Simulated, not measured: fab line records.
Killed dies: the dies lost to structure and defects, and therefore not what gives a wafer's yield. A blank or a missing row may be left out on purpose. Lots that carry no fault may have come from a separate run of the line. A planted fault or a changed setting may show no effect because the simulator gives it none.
The same fault as seen by 2 desks    flow sky130    every desk sees just its own numbers, and what lay behind them comes last

THE METROLOGY DESK
What the gauges read for every lot (on any tool): the sampled wafers with a number, averaged. If a lot's mean is further than 4 standard deviations from the usual mean, the lot is out of limits and carries the mark OUT (the distance appears in the brackets).
Columns: A = PWDE_TW at SKY_PWDE_TW_MEAS_10, usual 376.8; B = cd_nm at SKY_VT_ADJUST_HVTP_CD_MEAS_07, usual 379.8 nm
lot   first seen here  A      B
L470  day 3 20:07      378.2  379.0
L472  day 4 06:20      381.2  379.8
L475  day 5 15:55      374.9  378.1
L476  day 5 20:57      374.9  380.9
L478  day 6 05:47      380.2  382.3
L479  day 6 06:08      373.4  383.6
L481  day 6 20:04      373.0  380.6
L483  day 7 01:32      380.2  379.9
L484  day 7 05:00      378.5  378.5
L488  day 8 00:44      378.4  383.1
L491  day 8 21:54      376.3  382.8
L492  day 9 00:48      376.7  379.9
L493  day 9 05:01      373.7  377.9
Result from this desk: across the 13 lots, nothing is out of limits.

TOOL OWNER'S DESK, wet_bench-03
The tool's own readings at SKY_SONOS_TUNNEL_STRIP_11 (strips in SPM, time 600 s): means of the sampled wafers that have a number, for each lot that ran on this tool. If a lot's mean is further than 4 standard deviations from the usual mean, the lot is out of limits and carries the mark OUT (the distance appears in the brackets).
Columns: A = bath_guard_temp_C at SKY_SONOS_TUNNEL_STRIP_11, usual 129.8 C; B = bath_heat_duty_pct at SKY_SONOS_TUNNEL_STRIP_11, usual 14.6 %
lot   first seen here  A      B
L470  day 11 03:16     129.5  13.3
L475  day 13 21:13     129.9  15.7
L478  day 14 16:55     129.4  17.1
L479  day 14 19:09     129.6  13.5
L492  day 18 16:06     129.4  13.8
Result from this desk: across the 5 lots, nothing is out of limits.

PUT TOGETHER
From the metrology desk's view, nothing was out of limits.
Nothing out of limits was seen by the tool owner's desk.

WHAT WAS PUT IN BY THE SIMULATOR
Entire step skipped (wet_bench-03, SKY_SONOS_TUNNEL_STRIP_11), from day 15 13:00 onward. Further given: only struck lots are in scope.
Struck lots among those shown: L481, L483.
